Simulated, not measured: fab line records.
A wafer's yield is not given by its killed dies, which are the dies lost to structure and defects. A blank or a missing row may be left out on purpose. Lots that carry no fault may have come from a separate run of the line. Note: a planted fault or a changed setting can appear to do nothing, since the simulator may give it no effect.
fab line records || flow sky130
record: {"lots": 6, "wafers": 18, "lastDay": 50}
route steps=708 shown RES_PROTECT@211 POLY_GATE@213 PAD_OPEN@708
lots untouched by any fault: they come from a run of this same line in which no faults occurred
startH: hours from the record's opening day to when the first of the lot's shown wafers began || waitH: time in hours since the lot's previous step || " same as the row above || L1.1+2: several wafers, shown together as one row || - either no value or no given start || * or withheld: withheld || < > ~ a bound
route shown NAME@n: NAME is a module with steps in the file, n the number in the route of the first one || usual: mean/standard deviation of fault-free wafers || same: alike in all rows || chamber/n: place in a boat || sites: the reading at each site || _std_site: how widely they spread, as a standard deviation || _edge_site: mean of outer sites minus mean of inner sites || radiusMm: for every site, how far away it sits from the centre of the wafer || mask NAME#n: copy n || behind: the most recent tool/chamber to have shaped the wafer || hold: why the lot went on hold/how many hours it stayed there/how the hold came to an end || device: which transistor (n, p or np) failed to switch || end of line: the route-end tests of the same wafers || a step without rows: its recipe alone || killed: not the wafer's yield, but the dies lost to structure and defects at the first sort || map: the dies of a wafer, with x for killed, . for not killed, _ for no die there
set.NAME: the setting that was run; set.NAME@STEP: the one run at that earlier step || model.NAME: the simulator's own value behind a step, which no gauge read
certain route steps with their lots: each step a table, each wafer a row
services: a tool's chamber out of use, with start hour (startH, from the record's first day; less than 0 if before it), hours out, and reason
== steps ==
step: SKY_RES_PROTECT_PEB_05
recipe: {"tempC": "withheld", "timeS": "*", "resist": "NOVOLAK"}
step: SKY_RES_PROTECT_DEVELOP_06
recipe: {"resist": "NOVOLAK", "developer": "TMAH", "developTimeS": 60, "devTempC": 23}
step: SKY_POLY_GATE_IMPLANT_02
recipe: {"species": "P", "energyKev": 30, "doseCm2": 7.7e+15, "tiltDeg": 0}
step: SKY_RES_PROTECT_STRIP_07
recipe: {"chemistry": "O2/N2", "powerW": 1400, "pressureMtorr": 1500, "platenTempC": "withheld", "o2FlowSccm": 3000, "n2FlowSccm": 300, "overashFraction": 0.5}
usual: {"drypumpMotorCurrentA": "5.8/0.35", "n2FlowSccm": "300.0/0.8", "oesProductAu": "0.518/0.0052", "stripTimeToEndpointS": "23.30/0.047"}
{"lot.wafer": "L533.2", "tool": "plasmaAsher-01", "chamber": 1, "startH": 369.29, "waitH": 0.1, "drypumpMotorCurrentA": 5.8, "n2FlowSccm": 299.8, "oesProductAu": 0.517, "rfHoursCounterH": 57, "stripTimeToEndpointS": 23.29}
{"lot.wafer": "L533.3", "tool": "plasmaAsher-01", "chamber": 0, "startH": 369.29, "waitH": 0.1, "drypumpMotorCurrentA": 5.4, "n2FlowSccm": 299.8, "oesProductAu": 0.514, "rfHoursCounterH": "-", "stripTimeToEndpointS": 23.31}
{"lot.wafer": "L533.4", "tool": "plasmaAsher-01", "chamber": 1, "startH": 369.29, "waitH": 0.1, "drypumpMotorCurrentA": 5.8, "n2FlowSccm": 300.6, "oesProductAu": 0.518, "rfHoursCounterH": "-", "stripTimeToEndpointS": 23.25}
{"lot.wafer": "L536.1", "tool": "plasmaAsher-04", "chamber": 1, "startH": 397.09, "waitH": 0.1, "drypumpMotorCurrentA": 5.2, "n2FlowSccm": 299.3, "oesProductAu": 0.509, "rfHoursCounterH": 75, "stripTimeToEndpointS": 23.32}
{"lot.wafer": "L536.3", "tool": "plasmaAsher-04", "chamber": 0, "startH": 397.09, "waitH": 0.1, "drypumpMotorCurrentA": 6.3, "n2FlowSccm": 301.5, "oesProductAu": 0.520, "rfHoursCounterH": "-", "stripTimeToEndpointS": 23.29}
{"lot.wafer": "L536.4", "tool": "plasmaAsher-04", "chamber": 1, "startH": 397.09, "waitH": 0.1, "drypumpMotorCurrentA": 5.2, "n2FlowSccm": 299.0, "oesProductAu": 0.522, "rfHoursCounterH": "-", "stripTimeToEndpointS": 23.29}
{"lot.wafer": "L537.3", "tool": "plasmaAsher-04", "chamber": 1, "startH": 403.78, "waitH": 0.1, "drypumpMotorCurrentA": 5.3, "n2FlowSccm": 301.0, "oesProductAu": 0.521, "rfHoursCounterH": "-", "stripTimeToEndpointS": 23.38}
{"lot.wafer": "L537.4", "tool": "plasmaAsher-04", "chamber": 0, "startH": 403.78, "waitH": 0.1, "drypumpMotorCurrentA": 6.3, "n2FlowSccm": 300.4, "oesProductAu": 0.527, "rfHoursCounterH": "-", "stripTimeToEndpointS": 23.34}
{"lot.wafer": "L537.6", "tool": "plasmaAsher-04", "chamber": 0, "startH": 403.78, "waitH": 0.1, "drypumpMotorCurrentA": 6.3, "n2FlowSccm": 300.3, "oesProductAu": 0.510, "rfHoursCounterH": "-", "stripTimeToEndpointS": 23.31}
{"lot.wafer": "L546.1", "tool": "plasmaAsher-03", "chamber": 0, "startH": 499.79, "waitH": 0.1, "drypumpMotorCurrentA": 5.9, "n2FlowSccm": 300.1, "oesProductAu": 0.519, "rfHoursCounterH": 35, "stripTimeToEndpointS": 23.39}
{"lot.wafer": "L546.2", "tool": "plasmaAsher-03", "chamber": 1, "startH": 499.79, "waitH": 0.1, "drypumpMotorCurrentA": 5.8, "n2FlowSccm": 298.9, "oesProductAu": 0.520, "rfHoursCounterH": 35, "stripTimeToEndpointS": 23.38}
{"lot.wafer": "L546.3", "tool": "plasmaAsher-03", "chamber": 1, "startH": 499.79, "waitH": 0.1, "drypumpMotorCurrentA": 5.8, "n2FlowSccm": 299.6, "oesProductAu": 0.522, "rfHoursCounterH": "-", "stripTimeToEndpointS": 23.38}
{"lot.wafer": "L547.2", "tool": "plasmaAsher-04", "chamber": 0, "startH": 512.74, "waitH": 0.1, "drypumpMotorCurrentA": 6.3, "n2FlowSccm": 300.5, "oesProductAu": 0.519, "rfHoursCounterH": 87, "stripTimeToEndpointS": 23.25}
{"lot.wafer": "L547.4", "tool": "plasmaAsher-04", "chamber": 1, "startH": 512.74, "waitH": 0.1, "drypumpMotorCurrentA": 5.2, "n2FlowSccm": 299.6, "oesProductAu": 0.523, "rfHoursCounterH": "-", "stripTimeToEndpointS": 23.27}
{"lot.wafer": "L547.5", "tool": "plasmaAsher-04", "chamber": 0, "startH": 512.74, "waitH": 0.1, "drypumpMotorCurrentA": 6.3, "n2FlowSccm": 299.8, "oesProductAu": 0.517, "rfHoursCounterH": "-", "stripTimeToEndpointS": 23.31}
{"lot.wafer": "L552.1", "tool": "plasmaAsher-04", "chamber": 1, "startH": 545.54, "waitH": 0.1, "drypumpMotorCurrentA": 5.2, "n2FlowSccm": 301.4, "oesProductAu": 0.521, "rfHoursCounterH": 91, "stripTimeToEndpointS": 23.23}
{"lot.wafer": "L552.3", "tool": "plasmaAsher-04", "chamber": 0, "startH": 545.54, "waitH": 0.1, "drypumpMotorCurrentA": 6.3, "n2FlowSccm": 299.4, "oesProductAu": 0.523, "rfHoursCounterH": "-", "stripTimeToEndpointS": 23.28}
{"lot.wafer": "L552.4", "tool": "plasmaAsher-04", "chamber": 1, "startH": 545.54, "waitH": 0.1, "drypumpMotorCurrentA": 5.3, "n2FlowSccm": 300.4, "oesProductAu": 0.523, "rfHoursCounterH": "-", "stripTimeToEndpointS": 23.26}
step: SKY_RES_PROTECT_TW_MEAS_08
usual: {"POLY_GATE_TW": "4070/40"}
{"lot.wafer": "L533.2", "tool": "filmMetro-01", "chamber": "-", "startH": 369.40, "waitH": 0.1, "POLY_GATE_TW": 4121}
{"lot.wafer": "L533.3", "tool": "filmMetro-01", "chamber": "-", "startH": 369.40, "waitH": 0.1, "POLY_GATE_TW": 4134}
{"lot.wafer": "L533.4", "tool": "filmMetro-01", "chamber": "-", "startH": 369.40, "waitH": 0.1, "POLY_GATE_TW": 4122}
{"lot.wafer": "L536.1", "tool": "filmMetro-04", "chamber": "-", "startH": 397.19, "waitH": 0.1, "POLY_GATE_TW": 3997}
{"lot.wafer": "L536.3", "tool": "filmMetro-04", "chamber": "-", "startH": 397.19, "waitH": 0.1, "POLY_GATE_TW": 4027}
{"lot.wafer": "L536.4", "tool": "filmMetro-04", "chamber": "-", "startH": 397.19, "waitH": 0.1, "POLY_GATE_TW": 4024}
{"lot.wafer": "L537.3", "tool": "filmMetro-01", "chamber": "-", "startH": 403.86, "waitH": 0.1, "POLY_GATE_TW": 4106}
{"lot.wafer": "L537.4", "tool": "filmMetro-01", "chamber": "-", "startH": 403.86, "waitH": 0.1, "POLY_GATE_TW": 4122}
{"lot.wafer": "L537.6", "tool": "filmMetro-01", "chamber": "-", "startH": 403.86, "waitH": 0.1, "POLY_GATE_TW": 4100}
{"lot.wafer": "L546.1", "tool": "filmMetro-02", "chamber": "-", "startH": 499.89, "waitH": 0.1, "POLY_GATE_TW": 4083}
{"lot.wafer": "L546.2", "tool": "filmMetro-02", "chamber": "-", "startH": 499.89, "waitH": 0.1, "POLY_GATE_TW": 4075}
{"lot.wafer": "L546.3", "tool": "filmMetro-02", "chamber": "-", "startH": 499.89, "waitH": 0.1, "POLY_GATE_TW": 4086}
{"lot.wafer": "L547.2", "tool": "filmMetro-02", "chamber": "-", "startH": 512.85, "waitH": 0.1, "POLY_GATE_TW": 4075}
{"lot.wafer": "L547.4", "tool": "filmMetro-02", "chamber": "-", "startH": 512.85, "waitH": 0.1, "POLY_GATE_TW": 4062}
{"lot.wafer": "L547.5", "tool": "filmMetro-02", "chamber": "-", "startH": 512.85, "waitH": 0.1, "POLY_GATE_TW": 4073}
{"lot.wafer": "L552.1", "tool": "filmMetro-01", "chamber": "-", "startH": 545.64, "waitH": 0.1, "POLY_GATE_TW": 4084}
{"lot.wafer": "L552.3", "tool": "filmMetro-01", "chamber": "-", "startH": 545.64, "waitH": 0.1, "POLY_GATE_TW": 4095}
{"lot.wafer": "L552.4", "tool": "filmMetro-01", "chamber": "-", "startH": 545.64, "waitH": 0.1, "POLY_GATE_TW": 4096}
step: SKY_RES_PROTECT_CLEAN_09
recipe: {"chemistry": "SC1/SC2", "mix": "1:4:20", "tempC": 70, "timeS": 150, "dry": "n2Spin"}
step: SKY_POLY_GATE_CVD_03
recipe: {"material": "Si3N4", "precursor": "DCS/NH3", "targetThkNm": 75, "tempC": 770, "timeS": 1290, "pressureMtorr": 250}
step: SKY_POLY_GATE_THK_MEAS_04
recipe: {"reads": "Si3N4_of_POLY_GATE_CVD_03"}
usual: {"POLY_GATE_CVD_03_THK": "75.1/0.84"}
{"lot.wafer": "L533.2", "tool": "filmMetro-02", "chamber": "-", "startH": 370.87, "waitH": 0.0, "POLY_GATE_CVD_03_THK[nm]": 76.9}
{"lot.wafer": "L533.3", "tool": "filmMetro-02", "chamber": "-", "startH": 370.87, "waitH": 0.0, "POLY_GATE_CVD_03_THK[nm]": 76.7}
{"lot.wafer": "L533.4", "tool": "filmMetro-02", "chamber": "-", "startH": 370.87, "waitH": 0.0, "POLY_GATE_CVD_03_THK[nm]": 76.1}
{"lot.wafer": "L536.1", "tool": "filmMetro-04", "chamber": "-", "startH": 398.69, "waitH": 0.0, "POLY_GATE_CVD_03_THK[nm]": 75.3}
{"lot.wafer": "L536.3", "tool": "filmMetro-04", "chamber": "-", "startH": 398.69, "waitH": 0.0, "POLY_GATE_CVD_03_THK[nm]": 75.1}
{"lot.wafer": "L536.4", "tool": "filmMetro-04", "chamber": "-", "startH": 398.69, "waitH": 0.0, "POLY_GATE_CVD_03_THK[nm]": 76.2}
{"lot.wafer": "L537.3", "tool": "filmMetro-02", "chamber": "-", "startH": 407.46, "waitH": 0.0, "POLY_GATE_CVD_03_THK[nm]": 75.8}
{"lot.wafer": "L537.4", "tool": "filmMetro-02", "chamber": "-", "startH": 407.46, "waitH": 0.0, "POLY_GATE_CVD_03_THK[nm]": 75.6}
{"lot.wafer": "L537.6", "tool": "filmMetro-02", "chamber": "-", "startH": 407.46, "waitH": 0.0, "POLY_GATE_CVD_03_THK[nm]": 75.4}
{"lot.wafer": "L546.1", "tool": "filmMetro-04", "chamber": "-", "startH": 501.37, "waitH": 0.0, "POLY_GATE_CVD_03_THK[nm]": 74.3}
{"lot.wafer": "L546.2", "tool": "filmMetro-04", "chamber": "-", "startH": 501.37, "waitH": 0.0, "POLY_GATE_CVD_03_THK[nm]": 75.1}
{"lot.wafer": "L546.3", "tool": "filmMetro-04", "chamber": "-", "startH": 501.37, "waitH": 0.0, "POLY_GATE_CVD_03_THK[nm]": 74.5}
{"lot.wafer": "L547.2", "tool": "filmMetro-03", "chamber": "-", "startH": 514.32, "waitH": 0.0, "POLY_GATE_CVD_03_THK[nm]": 74.6}
{"lot.wafer": "L547.4", "tool": "filmMetro-03", "chamber": "-", "startH": 514.32, "waitH": 0.0, "POLY_GATE_CVD_03_THK[nm]": 74.4}
{"lot.wafer": "L547.5", "tool": "filmMetro-03", "chamber": "-", "startH": 514.32, "waitH": 0.0, "POLY_GATE_CVD_03_THK[nm]": 74.9}
{"lot.wafer": "L552.1", "tool": "filmMetro-02", "chamber": "-", "startH": 547.55, "waitH": 0.0, "POLY_GATE_CVD_03_THK[nm]": 75.1}
{"lot.wafer": "L552.3", "tool": "filmMetro-02", "chamber": "-", "startH": 547.55, "waitH": 0.0, "POLY_GATE_CVD_03_THK[nm]": 75.2}
{"lot.wafer": "L552.4", "tool": "filmMetro-02", "chamber": "-", "startH": 547.55, "waitH": 0.0, "POLY_GATE_CVD_03_THK[nm]": 75.4}
step: SKY_POLY_GATE_DEHYDRATE_05
recipe: {"tempC": 200, "timeS": 60}
step: SKY_POLY_GATE_HMDS_06
recipe: {"primeTimeS": 60, "primeTempC": 120}
step: SKY_POLY_GATE_COAT_07
recipe: {"resist": "BARC", "tempC": "withheld", "timeS": "withheld", "spinRpm": 3000, "resistThkNm": 110}
step: SKY_POLY_GATE_COAT_08
recipe: {"resist": "KrF-thick", "spinRpm": 3000, "resistThkNm": 450}
step: SKY_POLY_GATE_SOFTBAKE_09
recipe: {"tempC": 100, "timeS": 90, "resist": "KrF-thick"}
usual: {"heaterPowerTotalW": "57.36/0.11", "plateTempC": "100.01/0.12"}
{"lot.wafer": "L533.2", "tool": "lithoTrack-03", "chamber": 0, "startH": 385, "waitH": "-", "heaterPowerTotalW": 57.56, "plateTempC": 100.09}
{"lot.wafer": "L533.3", "tool": "lithoTrack-03", "chamber": 0, "startH": 385, "waitH": "-", "heaterPowerTotalW": 57.46, "plateTempC": 100.02}
{"lot.wafer": "L533.4", "tool": "lithoTrack-03", "chamber": 0, "startH": 385, "waitH": "-", "heaterPowerTotalW": 57.44, "plateTempC": 100.05}
{"lot.wafer": "L536.1", "tool": "lithoTrack-04", "chamber": 0, "startH": 413, "waitH": "-", "heaterPowerTotalW": 58.59, "plateTempC": 101.22}
{"lot.wafer": "L536.3", "tool": "lithoTrack-04", "chamber": 0, "startH": 413, "waitH": "-", "heaterPowerTotalW": 58.29, "plateTempC": 101.15}
{"lot.wafer": "L536.4", "tool": "lithoTrack-04", "chamber": 0, "startH": 413, "waitH": "-", "heaterPowerTotalW": 58.34, "plateTempC": 101.23}
{"lot.wafer": "L537.3", "tool": "lithoTrack-04", "chamber": 0, "startH": 422, "waitH": "-", "heaterPowerTotalW": 58.46, "plateTempC": 101.47}
{"lot.wafer": "L537.4", "tool": "lithoTrack-04", "chamber": 0, "startH": 422, "waitH": "-", "heaterPowerTotalW": 58.25, "plateTempC": 101.35}
{"lot.wafer": "L537.6", "tool": "lithoTrack-04", "chamber": 0, "startH": 422, "waitH": "-", "heaterPowerTotalW": 58.37, "plateTempC": 101.42}
{"lot.wafer": "L546.1", "tool": "lithoTrack-01", "chamber": 0, "startH": 516, "waitH": "-", "heaterPowerTotalW": 57.50, "plateTempC": 100.11}
{"lot.wafer": "L546.2", "tool": "lithoTrack-01", "chamber": 0, "startH": 516, "waitH": "-", "heaterPowerTotalW": 57.13, "plateTempC": 100.05}
{"lot.wafer": "L546.3", "tool": "lithoTrack-01", "chamber": 0, "startH": 516, "waitH": "-", "heaterPowerTotalW": 57.24, "plateTempC": 99.86}
{"lot.wafer": "L547.2", "tool": "lithoTrack-01", "chamber": 0, "startH": 530, "waitH": "-", "heaterPowerTotalW": 57.37, "plateTempC": 99.96}
{"lot.wafer": "L547.4", "tool": "lithoTrack-01", "chamber": 0, "startH": 530, "waitH": "-", "heaterPowerTotalW": 57.29, "plateTempC": 100.06}
{"lot.wafer": "L547.5", "tool": "lithoTrack-01", "chamber": 0, "startH": 530, "waitH": "-", "heaterPowerTotalW": 57.35, "plateTempC": 99.86}
{"lot.wafer": "L552.1", "tool": "lithoTrack-04", "chamber": 0, "startH": 561, "waitH": "-", "heaterPowerTotalW": 57.26, "plateTempC": 100.08}
{"lot.wafer": "L552.3", "tool": "lithoTrack-04", "chamber": 0, "startH": 561, "waitH": "-", "heaterPowerTotalW": 57.37, "plateTempC": 99.87}
{"lot.wafer": "L552.4", "tool": "lithoTrack-04", "chamber": 0, "startH": 561, "waitH": "-", "heaterPowerTotalW": 57.35, "plateTempC": 99.95}
step: SKY_POLY_GATE_EXPOSE_10
recipe: {"maskId": "P1M", "na": 0.68, "sourceShape": "conventional", "sigmaOuter": 0.6, "targetCdNm": 150, "doseMj": 28}
step: SKY_PAD_OPEN_PROBE_99
usual: {"killed_at_M0_to_M3": "44/6.5", "killed_at_M4_up": "3.3/1.9", "killedAtContacts": "23/4.7", "killedAtFrontEnd": "15/4.5", "killedAtOther": "0.2/0.52", "killedDies": "86/8.9", "killedOpen": "47/6.8", "killedShort": "39/6.1"}
same: {"grossDies": 492, "killedAtBackSide": 0}
{"lot.wafer": "L546.1", "tool": "prober-02", "chamber": "-", "startH": 1174.67, "waitH": 0.1, "killed_at_M0_to_M3": 46, "killed_at_M4_up": 2, "killedAtContacts": 21, "killedAtFrontEnd": 17, "killedAtOther": 0, "killedDies": 86, "killedOpen": 50, "killedShort": 36}
{"lot.wafer": "L546.2", "tool": "prober-02", "chamber": "-", "startH": 1174.72, "waitH": 0.1, "killed_at_M0_to_M3": 43, "killed_at_M4_up": 2, "killedAtContacts": 39, "killedAtFrontEnd": 12, "killedAtOther": 2, "killedDies": 98, "killedOpen": 44, "killedShort": 54}
{"lot.wafer": "L546.3", "tool": "prober-02", "chamber": "-", "startH": 1174.77, "waitH": 0.2, "killed_at_M0_to_M3": 31, "killed_at_M4_up": 1, "killedAtContacts": 32, "killedAtFrontEnd": 15, "killedAtOther": 0, "killedDies": 79, "killedOpen": 46, "killedShort": 33}
{"lot.wafer": "L552.1", "tool": "prober-01", "chamber": "-", "startH": 1197.46, "waitH": 0.1, "killed_at_M0_to_M3": 36, "killed_at_M4_up": 8, "killedAtContacts": 18, "killedAtFrontEnd": 17, "killedAtOther": 0, "killedDies": 79, "killedOpen": 36, "killedShort": 43}
{"lot.wafer": "L552.3", "tool": "prober-01", "chamber": "-", "startH": 1197.56, "waitH": 0.2, "killed_at_M0_to_M3": 46, "killed_at_M4_up": 4, "killedAtContacts": 25, "killedAtFrontEnd": 11, "killedAtOther": 0, "killedDies": 86, "killedOpen": 41, "killedShort": 45}
{"lot.wafer": "L552.4", "tool": "prober-01", "chamber": "-", "startH": 1197.61, "waitH": 0.2, "killed_at_M0_to_M3": 47, "killed_at_M4_up": 1, "killedAtContacts": 24, "killedAtFrontEnd": 9, "killedAtOther": 0, "killedDies": 81, "killedOpen": 45, "killedShort": 36}
killed by level:class
L546.1 VIA1:geometricParticle:open=9 VIA2:geometricParticle:open=9 VIA3:geometricParticle:open=7 VIA1:geometricParticle:short=7 CONTACT:geometricParticle:open=6 LI_CONTACT:geometricParticle:short=5 LI_CONTACT:geometricParticle:open=5 METAL1:geometricParticle:short=5
L546.2 CONTACT:geometricParticle:open=15 LI_CONTACT:geometricParticle:open=8 METAL2:geometricParticle:short=8 CONTACT:geometricParticle:short=7 METAL1:geometricParticle:short=6 LOCAL_INTERCONNECT:geometricParticle:short=6 VIA3:geometricParticle:short=6 VIA1:geometricParticle:open=6
L546.3 LI_CONTACT:geometricParticle:open=13 CONTACT:geometricParticle:open=11 VIA1:geometricParticle:open=5 FIELD_ISO:geometricParticle:open=4 POLY_GATE:geometricParticle:short=4 METAL2:geometricParticle:short=4 METAL1:geometricParticle:short=4 FIELD_ISO:geometricParticle:short=3
L552.1 CONTACT:geometricParticle:open=7 METAL1:geometricParticle:short=7 VIA2:geometricParticle:open=6 VIA2:geometricParticle:short=5 METAL4:geometricParticle:short=5 POLY_GATE:geometricParticle:short=4 LOCAL_INTERCONNECT:geometricParticle:short=4 VIA1:geometricParticle:open=4
L552.3 VIA1:geometricParticle:open=11 CONTACT:geometricParticle:open=8 LI_CONTACT:geometricParticle:open=6 METAL2:geometricParticle:short=6 VIA2:geometricParticle:open=6 METAL1:geometricParticle:short=5 VIA3:geometricParticle:open=5 SPACER:geometricParticle:short=4
L552.4 CONTACT:geometricParticle:open=9 VIA1:geometricParticle:open=9 VIA3:geometricParticle:open=7 VIA2:geometricParticle:open=6 LI_CONTACT:geometricParticle:open=5 METAL1:geometricParticle:short=5 METAL2:geometricParticle:short=5 LI_CONTACT:geometricParticle:short=4
== services ==
{"tool": "plasmaAsher-03", "chamber": "-", "startH": 367.33, "hours": 7.1, "kind": "repair"}
{"tool": "plasmaAsher-01", "chamber": "-", "startH": 428.32, "hours": 2.8, "kind": "pm"}
== key ==
firstSign: {"step": "SKY_POLY_GATE_SOFTBAKE_09", "reading": "plateTempC", "direction": "up", "sigmas": 11, "usual": "*", "struck": "*"}
effect: {"step": "SKY_POLY_GATE_SOFTBAKE_09", "reading": "heaterPowerTotalW", "direction": "up", "sigmas": 9.1, "usual": "*", "struck": "*"}
metAt SKY_POLY_GATE_SOFTBAKE_09
struckWafers L536.1,L536.3,L536.4,L537.3,L537.4,L537.6
testerLeftOut L536,L537
fault: {"kind": "processParameterDrift", "tool": "lithoTrack-04", "chamber": "-", "onsetH": 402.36, "steps": "SKY_POLY_GATE_SOFTBAKE_09", "channel": "tempC", "offset": "*", "shape": "step", "endH": 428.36, "actsIn": "*", "stated": "*"}
testerLeftOut: of these lots the tester's yield and bins aren't shown, on N5 and GAA mostly nor the transistor test; their killed dies are dies lost to structure and defects alone, not to doping, threshold or leakage, so they don't give the yield
